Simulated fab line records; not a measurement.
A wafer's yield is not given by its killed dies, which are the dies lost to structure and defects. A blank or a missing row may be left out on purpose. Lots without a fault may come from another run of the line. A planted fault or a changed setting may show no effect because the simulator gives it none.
fab line records    flow sky130
record: lots: 6  wafers: 18  last_day: 49
route steps=708 shown VIA1@467 METAL2@483 PAD_OPEN@708
lots untouched by any fault: they come from a run of this same line in which no faults occurred
start_h: start of the lot's first displayed wafer, in hours after the record's first day    wait_h: how many hours have passed since the lot's step before this one    " same as the row above    L1.1+2: one row covering several wafers at once    - no value present, or no start provided    * or withheld: withheld    < > ~ a bound
route shown NAME@n: a module of which the file shows steps, and the number in the route of the first    usual: mean and standard deviation over wafers with no fault    same: alike in all rows    chamber/n: place in a boat    sites: the reading at each site    _std_site: the values' standard deviation    _edge_site: outer sites' mean less inner sites'    radius_mm: how far each site lies from the wafer's centre    mask NAME#n: copy n    behind: the most recent tool/chamber to have shaped the wafer    hold: cause of the lot's hold/its duration in hours/its outcome    device: the transistor (n, p or np) that didn't switch    end of line: tests of these same wafers at the route's end    where a step has no rows: the recipe by itself    killed: dies that structure and defects cost at the first sort, which is not the same as the wafer's yield    map: dies across one wafer; x = killed, . = not, _ = none there
set.NAME: the setting that was run; set.NAME@STEP: the one run at that earlier step    model.NAME: the simulator's own value behind a step, which no gauge read
a table for each step, a row for each wafer; lots at some steps of the route
services: from which hour (start_h, from the record's first day; less than 0 if before it) a tool's chamber was out of use, for how many hours, and why
== steps ==
step: SKY_VIA1_EXPOSE_09
recipe: mask_id: VIM  na: 0.8  source_shape: annular  sigma_inner: 0.55  sigma_outer: 0.85  target_cd_nm: 150  dose_mj: 38
step: SKY_VIA1_PEB_10
recipe: peb_temp_c: withheld  peb_time_s: withheld  resist: KrF-thick
step: SKY_VIA1_DEVELOP_11
recipe: develop_time_s: 60  resist: KrF-thick  dev_temp_c: 21
step: SKY_VIA1_CD_MEAS_12
recipe: target_cd_nm: 150
usual: cd_nm: 149.8/1.6
lot.wafer  tool       chamber  start_h  wait_h  cd_nm
L656.3     cd_sem-02  -        816.80   -       150.8
L656.4     "          -        "        "       151.6
L656.5     "          -        "        "       150.9
L658.1     cd_sem-01  -        835.57   -       148.5
L658.3     "          -        "        "       149.0
L658.5     "          -        "        "       148.8
L660.1     cd_sem-01  -        848.47   -       147.4
L660.4     "          -        "        "       147.3
L660.5     "          -        "        "       148.9
L663.3     cd_sem-02  -        870.86   -       150.1
L663.5     "          -        "        "       150.8
L663.6     "          -        "        "       150.1
L668.1     cd_sem-02  -        907.42   -       150.9
L668.4     "          -        "        "       151.1
L668.5     "          -        "        "       152.7
L669.3     cd_sem-02  -        915.31   -       150.8
L669.5     "          -        "        "       148.3
L669.6     "          -        "        "       149.4
step: SKY_VIA1_OVL_MEAS_13
usual: VIA1_OVL: 2/5.5
lot.wafer  tool        chamber  start_h  wait_h  VIA1_OVL[nm]
L656.3     overlay-01  -        816.90   0.1     -3
L656.4     "           -        "        "       5
L656.5     "           -        "        "       -4
L658.1     overlay-01  -        835.69   0.1     10
L658.3     "           -        "        "       14
L658.5     "           -        "        "       4
L660.1     overlay-02  -        848.59   0.1     -1
L660.4     "           -        "        "       -3
L660.5     "           -        "        "       2
L663.3     overlay-02  -        870.95   0.1     3
L663.5     "           -        "        "       4
L663.6     "           -        "        "       4
L668.1     overlay-02  -        907.54   0.1     -4
L668.4     "           -        "        "       -3
L668.5     "           -        "        "       -3
L669.3     overlay-01  -        915.40   0.1     7
L669.5     "           -        "        "       4
L669.6     "           -        "        "       6
step: SKY_VIA1_ETCH_14
recipe: chemistry: N2/H2  target: BARC  ion_energy_ev: 200  source_w: 500  bias_w: 100  pressure_mtorr: 30  n2_flow_sccm: 100  h2_flow_sccm: 200  stop_on: SiO2  time_s: 45.9  target_depth_a: 600
usual: bias_w: 100.0/0.32  drypump_motor_current_A: 5.9/0.39  oes_product_au: 0.854/0.0049  throttle_valve_pct: 13.226/0.0095
lot.wafer  tool         chamber  start_h  wait_h  bias_w  drypump_motor_current_A  oes_product_au  rf_hours_counter_h  throttle_valve_pct
L656.3     rie_diel-01  3        816.92   0.0     99.8    6.1                      0.856           24                  13.206
L656.4     "            3        "        "       99.8    6.1                      0.852           -                   13.233
L656.5     "            1        "        "       99.9    5.8                      0.851           -                   13.224
L658.1     rie_diel-01  1        835.73   0.0     100.2   5.8                      0.862           14                  13.231
L658.3     "            3        "        "       99.9    6.1                      0.850           24                  13.223
L658.5     "            3        "        "       100.2   6.1                      0.853           -                   13.223
L660.1     rie_diel-04  1        848.63   0.0     100.0   6.6                      0.861           1                   13.233
L660.4     "            0        "        "       100.1   6.4                      0.848           -                   13.245
L660.5     "            2        "        "       100.1   5.4                      0.852           -                   13.224
L663.3     rie_diel-04  3        870.98   0.0     100.2   6.0                      0.845           0                   13.211
L663.5     "            2        "        "       99.8    5.4                      0.852           -                   13.214
L663.6     "            3        "        "       99.6    5.9                      0.851           -                   13.228
L668.1     rie_diel-01  1        907.58   0.0     99.4    5.9                      0.856           17                  13.221
L668.4     "            1        "        "       99.6    5.8                      0.848           -                   13.221
L668.5     "            2        "        "       100.4   5.7                      0.865           -                   13.235
L669.3     rie_diel-01  2        915.43   0.0     99.5    5.7                      0.858           6                   13.208
L669.5     "            1        "        "       99.9    5.8                      0.853           -                   13.216
L669.6     "            0        "        "       99.9    5.7                      0.850           -                   13.225
step: SKY_VIA1_ETCH_15
recipe: target: SiO2  chemistry: C4F8/O2/Ar  target_depth_nm: 351  stop_on: TiN  mask_material: KrF-thick  source_w: 1500  bias_w: 1200  pressure_mtorr: 40  c4f8_flow_sccm: withheld  O2_flow_sccm: 6  Ar_flow_sccm: 300  time_s: 54
usual: bias_w: 1200/3.6  oes_product_au: 0.981/0.0056
lot.wafer  tool         chamber  start_h  wait_h  bias_w  oes_product_au  rf_hours_counter_h
L656.3     rie_diel-01  3        816.96   0.0     1201    0.982           24
L656.4     "            3        "        "       1203    0.976           -
L656.5     "            1        "        "       1199    0.990           -
L658.1     rie_diel-01  1        835.77   0.0     1204    0.973           14
L658.3     "            3        "        "       1195    0.985           24
L658.5     "            3        "        "       1199    0.977           -
L660.1     rie_diel-04  1        848.67   0.0     1197    0.970           1
L660.4     "            0        "        "       1198    0.986           -
L660.5     "            2        "        "       1193    0.985           -
L663.3     rie_diel-04  3        871.02   0.0     1202    0.986           0
L663.5     "            2        "        "       1196    0.982           -
L663.6     "            3        "        "       1199    0.984           -
L668.1     rie_diel-01  1        907.62   0.0     1198    0.985           17
L668.4     "            1        "        "       1201    0.982           -
L668.5     "            2        "        "       1203    0.979           -
L669.3     rie_diel-01  2        915.47   0.0     1193    0.985           6
L669.5     "            1        "        "       1199    0.967           -
L669.6     "            0        "        "       1202    0.991           -
step: SKY_VIA1_STRIP_16
recipe: chemistry: O2/N2  power_w: 1400  pressure_mtorr: 1500  platen_temp_c: withheld  o2_flow_sccm: 3000  n2_flow_sccm: 300  overash_fraction: 0.5
usual: drypump_motor_current_A: 5.73/0.28  oes_product_au: 0.415/0.0045  strip_time_to_endpoint_s: 4.453/0.022
same: overash_fraction: 0.5
lot.wafer  tool             chamber  start_h  wait_h  drypump_motor_current_A  oes_product_au  rf_hours_counter_h  strip_time_to_endpoint_s
L656.3     plasma_asher-03  0        817.04   0.1     5.99                     0.419           -                   4.461
L656.4     "                1        "        "       5.86                     0.416           -                   4.456
L656.5     "                0        "        "       5.98                     0.410           -                   4.439
L658.1     plasma_asher-04  0        835.82   0.0     5.11                     0.420           89                  4.412
L658.3     "                1        "        "       5.27                     0.415           -                   4.447
L658.5     "                0        "        "       5.13                     0.401           -                   4.442
L660.1     plasma_asher-02  1        848.72   0.0     5.73                     0.413           74                  4.477
L660.4     "                0        "        "       5.55                     0.421           -                   4.453
L660.5     "                1        "        "       5.75                     0.417           -                   4.454
L663.3     plasma_asher-03  1        871.10   0.1     5.86                     0.410           -                   4.422
L663.5     "                0        "        "       5.98                     0.413           -                   4.425
L663.6     "                1        "        "       5.86                     0.411           -                   4.441
L668.1     plasma_asher-02  0        907.67   0.0     5.56                     0.416           78                  4.466
L668.4     "                0        "        "       5.55                     0.413           -                   4.474
L668.5     "                1        "        "       5.72                     0.413           -                   4.484
L669.3     plasma_asher-04  0        915.55   0.1     5.15                     0.418           -                   4.479
L669.5     "                1        "        "       5.27                     0.415           -                   4.479
L669.6     "                0        "        "       5.13                     0.408           -                   4.466
step: SKY_VIA1_STRIP_17
recipe: chemistry: post_etch_residue_remover  time_s: 1200  temp_c: 72.5
step: SKY_VIA1_CLEAN_18
recipe: chemistry: IPA  time_s: 180  temp_c: 25
step: SKY_VIA1_CLEAN_19
recipe: chemistry: O3/DIW  dry: n2_spin
step: SKY_VIA1_SPUTTER_20
recipe: material: TiN  target_thk_nm: 20  chamber_pressure_pa: 5  power_w: 4000  time_s: 80
usual: throttle_valve_pct: 30.2/0.98
lot.wafer  tool            chamber  start_h  wait_h  throttle_valve_pct
L656.3     pvd_sputter-01  -        817.61   0.0     31.2
L656.4     "               -        "        "       29.1
L656.5     "               -        "        "       31.2
L658.1     pvd_sputter-01  -        836.44   0.0     30.3
L658.3     "               -        "        "       28.6
L658.5     "               -        "        "       29.8
L660.1     pvd_sputter-04  -        849.31   0.0     30.0
L660.4     "               -        "        "       29.6
L660.5     "               -        "        "       30.4
L663.3     pvd_sputter-01  -        871.66   0.0     30.6
L663.5     "               -        "        "       28.6
L663.6     "               -        "        "       31.0
L668.1     pvd_sputter-03  -        908.27   0.0     31.7
L668.4     "               -        "        "       28.9
L668.5     "               -        "        "       29.2
L669.3     pvd_sputter-04  -        916.11   0.0     30.0
L669.5     "               -        "        "       30.1
L669.6     "               -        "        "       29.8
step: SKY_VIA1_CVD_21
recipe: material: W  target_thk_nm: 270  time_s: 80.902  temp_c: 400  pressure_torr: 40
usual: heater_power_w: 891/83
lot.wafer  tool      chamber  start_h  wait_h  heater_power_w  model.W_of_VIA1_CVD_21.thk_nm
L656.3     cvd_w-01  0        817.70   0.1     812             266.4
L656.4     "         1        "        "       1015            268.7
L656.5     "         0        "        "       831             265.7
L658.1     cvd_w-02  1        836.50   0.0     905             267.8
L658.3     "         1        "        "       893             270.2
L658.5     "         1        "        "       906             270.2
L660.1     cvd_w-02  1        849.37   0.0     885             269.3
L660.4     "         1        "        "       883             270.2
L660.5     "         0        "        "       816             268.1
L663.3     cvd_w-02  1        871.75   0.1     888             270
L663.5     "         0        "        "       799             267
L663.6     "         1        "        "       862             268.3
L668.1     cvd_w-01  0        908.33   0.0     811             270.1
L668.4     "         0        "        "       833             190.7
L668.5     "         0        "        "       828             272.5
L669.3     cvd_w-01  0        916.20   0.1     824             268.7
L669.5     "         1        "        "       1015            266.2
L669.6     "         0        "        "       844             186.6
step: SKY_VIA1_RS_MEAS_22
recipe: thk_meas_gauge: four-point-probe  reads: W_of_VIA1_CVD_21+TiN_of_VIA1_SPUTTER_20
usual: VIA1_W_RS: 0.429/0.0042
lot.wafer  tool           chamber  start_h  wait_h  VIA1_W_RS[ohm/sq]
L656.3     film_metro-02  -        817.80   0.1     0.430
L656.4     "              -        "        "       0.427
L656.5     "              -        "        "       0.433
L658.1     film_metro-01  -        836.59   0.1     0.430
L658.3     "              -        "        "       0.426
L658.5     "              -        "        "       0.426
L660.1     film_metro-03  -        849.46   0.1     0.427
L660.4     "              -        "        "       0.427
L660.5     "              -        "        "       0.431
L663.3     film_metro-01  -        871.85   0.1     0.427
L663.5     "              -        "        "       0.432
L663.6     "              -        "        "       0.430
L668.1     film_metro-01  -        908.42   0.1     0.426
L668.4     "              -        "        "       0.607
L668.5     "              -        "        "       0.423
L669.3     film_metro-02  -        916.31   0.1     0.428
L669.5     "              -        "        "       0.432
L669.6     "              -        "        "       0.621
step: SKY_VIA1_THK_MEAS_23
recipe: thk_meas_gauge: xrf  reads: W_of_VIA1_CVD_21
usual: VIA1_W_THK: 260/4.1
lot.wafer  tool           chamber  start_h  wait_h  VIA1_W_THK[nm]
L656.3     film_metro-02  -        817.90   0.1     255
L656.4     "              -        "        "       258
L656.5     "              -        "        "       254
L658.1     film_metro-01  -        836.71   0.1     263
L658.3     "              -        "        "       266
L658.5     "              -        "        "       266
L660.1     film_metro-03  -        849.58   0.1     260
L660.4     "              -        "        "       260
L660.5     "              -        "        "       259
L663.3     film_metro-01  -        871.95   0.1     263
L663.5     "              -        "        "       261
L663.6     "              -        "        "       261
L668.1     film_metro-01  -        908.54   0.1     265
L668.4     "              -        "        "       187
L668.5     "              -        "        "       267
L669.3     film_metro-02  -        916.41   0.1     259
L669.5     "              -        "        "       256
L669.6     "              -        "        "       181
step: SKY_VIA1_CMP_24
recipe: stop_on: SiO2  t_overpolish_s: 15  down_force_psi: 3.5  platen_rpm: 60  target_thk_nm: 0  pad_velocity_m_s: 0.94248
usual: head_pressure_psi: 3.500/0.0066  motor_current_A: 11.2/1.1  time_to_endpoint_s: 63.5/2.5
lot.wafer  tool    chamber  start_h  wait_h  head_pressure_psi  motor_current_A  time_to_endpoint_s
L656.4     cmp-02  0        817.94   0.0     3.501              12.5             66.6
L656.3     "       2        "        "       3.502              10.7             63.0
L656.5     "       1        "        "       3.503              13.6             63.6
L658.1     cmp-01  1        836.82   0.1     3.499              11.3             67.5
L658.3     "       2        "        "       3.499              9.5              69.9
L658.5     "       0        "        "       3.503              10.5             62.2
L660.4     cmp-01  3        849.74   0.1     3.495              11.9             64.5
L660.1     "       0        "        "       3.493              10.7             61.2
L660.5     "       2        "        "       3.493              9.6              63.0
L663.3     cmp-02  3        871.99   0.0     3.506              10.8             67.3
L663.5     "       3        "        "       3.498              10.7             67.4
L663.6     "       0        "        "       3.500              12.7             64.1
L668.1     cmp-02  1        908.70   0.1     3.496              13.7             68.4
L668.4     "       2        "        "       3.493              11.2             47.3
L668.5     "       0        "        "       3.503              13.0             66.4
L669.3     cmp-02  2        916.78   0.4     3.492              10.8             64.4
L669.5     "       3        "        "       3.512              11.0             64.8
L669.6     "       0        "        "       3.506              12.7             44.6
step: SKY_METAL2_SPUTTER_00
recipe: material: Ti  target_thk_nm: 15  power_w: 3000  time_s: 10  chamber_pressure_pa: 0.4
usual: throttle_valve_pct: 30.5/0.91
lot.wafer  tool            chamber  start_h  wait_h  throttle_valve_pct
L656.3     pvd_sputter-03  -        818.24   0.1     32.5
L656.4     "               -        "        "       31.7
L656.5     "               -        "        "       31.7
L658.1     pvd_sputter-02  -        837.07   0.2     30.4
L658.3     "               -        "        "       30.6
L658.5     "               -        "        "       31.1
L660.1     pvd_sputter-03  -        849.94   0.1     32.1
L660.4     "               -        "        "       31.9
L660.5     "               -        "        "       29.1
L663.3     pvd_sputter-03  -        872.29   0.2     31.6
L663.5     "               -        "        "       31.8
L663.6     "               -        "        "       32.3
L668.1     pvd_sputter-04  -        908.90   0.1     30.0
L668.4     "               -        "        "       30.7
L668.5     "               -        "        "       29.4
L669.3     pvd_sputter-03  -        916.93   0.1     32.3
L669.5     "               -        "        "       29.2
L669.6     "               -        "        "       29.9
step: SKY_PAD_OPEN_PROBE_99
usual: defect_limited_yield: 82.4/2  killed_at_M0_to_M3: 44/6.8  killed_at_M4_up: 3.4/2  killed_at_contacts: 24/5.2  killed_at_front_end: 15/5.2  killed_at_other: 0.2/0.46  killed_dies: 87/9.8  killed_open: 47/7.5  killed_short: 39/6.8  sort_bin_3_pad_short: 0.8/0.37  sort_bin_5_function: 10.5/1.5  sort_bin_6_memory: 6.3/1.2  sort_n_pass: 405/9.8  sort_yield_pct: 82.4/2
same: gross_dies: 492  killed_at_back_side: 0  sort_bin_4_leakage[%]: 0  sort_bin_8_speed[%]: 0
lot.wafer  tool       chamber  start_h  wait_h  defect_limited_yield[%]  killed_at_M0_to_M3  killed_at_M4_up  killed_at_contacts  killed_at_front_end  killed_at_other  killed_dies  killed_open  killed_short  sort_bin_3_pad_short[%]  sort_bin_5_function[%]  sort_bin_6_memory[%]  sort_n_pass  sort_yield_pct[%]
L660.1     prober-01  -        1119.72  0.1     81.5                     49                  2                29                  11                   0                91           49           42            0.6                      11.4                    6.5                   401          81.5
L660.4     prober-01  -        1119.87  0.2     81.9                     44                  1                29                  15                   0                89           43           46            1.2                      9.1                     7.7                   403          81.9
L660.5     prober-01  -        1119.92  0.2     82.9                     47                  2                23                  12                   0                84           46           38            1.0                      10.2                    5.9                   408          82.9
killed by level:class
L660.1 VIA2:geometric_particle:open=11 VIA1:geometric_particle:open=9 CONTACT:geometric_particle:open=7 CONTACT:geometric_particle:short=7 METAL1:geometric_particle:short=7 LI_CONTACT:geometric_particle:open=6 LOCAL_INTERCONNECT:geometric_particle:short=5 METAL2:geometric_particle:short=5
L660.4 VIA2:geometric_particle:open=9 VIA3:geometric_particle:open=9 METAL2:geometric_particle:short=7 CONTACT:geometric_particle:short=7 LI_CONTACT:geometric_particle:open=7 VIA1:geometric_particle:open=6 LOCAL_INTERCONNECT:geometric_particle:short=5 CONTACT:geometric_particle:open=5
L660.5 VIA1:geometric_particle:open=9 CONTACT:geometric_particle:open=8 METAL1:geometric_particle:short=8 VIA3:geometric_particle:open=7 METAL2:geometric_particle:short=6 VIA2:geometric_particle:open=6 CONTACT:geometric_particle:short=5 LI_CONTACT:geometric_particle:open=4
== services ==
tool             chamber  start_h  hours  kind
rie_diel-01      3        793.81   3.2    repair
pvd_sputter-01   -        804.35   1.4    repair
rie_diel-01      0        805.08   18.7   repair
cmp-01           -        814.57   5.7    pm
rie_diel-01      3        821.12   6.5    repair
pvd_sputter-01   -        822.77   1.2    repair
rie_diel-04      -        835.99   1.1    repair
plasma_asher-04  -        839.73   28.1   pm
cmp-02           -        841.29   1.9    repair
plasma_asher-02  -        845.74   2.0    repair
cmp-02           -        855.28   5.1    pm
plasma_asher-02  -        856.67   1.9    repair
plasma_asher-02  -        859.21   14.6   pm
rie_diel-01      -        869.78   0.6    repair
pvd_sputter-02   -        871.06   7.5    repair
cmp-02           -        885.91   0.3    repair
rie_diel-01      3        887.74   4.2    repair
rie_diel-01      3        903.96   -      clean
rie_diel-01      3        903.96   12.4   scheduled_down
cvd_w-02         -        904.00   14.0   pm
rie_diel-04      3        904.88   4.0    repair
cmp-01           -        911.56   3.7    repair
cmp-02           -        912.10   0.3    repair
cmp-01           -        915.25   4.0    pm
== key ==
first_sign: step: SKY_VIA1_RS_MEAS_22  reading: VIA1_W_RS  direction: up  sigmas: 44  usual: 0.429  struck: 0.614
effect: step: SKY_VIA1_THK_MEAS_23  reading: VIA1_W_THK  direction: down  sigmas: 18  usual: 260  struck: 184
effect: step: SKY_VIA1_CMP_24  reading: time_to_endpoint_s  direction: down  sigmas: 6.9  usual: *  struck: *
model_effect: step: SKY_VIA1_CVD_21  value: W_of_VIA1_CVD_21.thk_nm  without: 269.6  struck: 188.6
met_at SKY_VIA1_CVD_21
struck_wafers L668.4,L669.6
onset_between 817.70 908.33
fault: kind: process_parameter_drift  tool: cvd_w-01  chamber: -  onset_h: 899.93  steps: SKY_VIA1_CVD_21  channel: target_thk_nm  offset: -80.961  shape: step  end_h: 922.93  scope: struck_wafers_only  acts_in: these_recipes_only  stated: 270
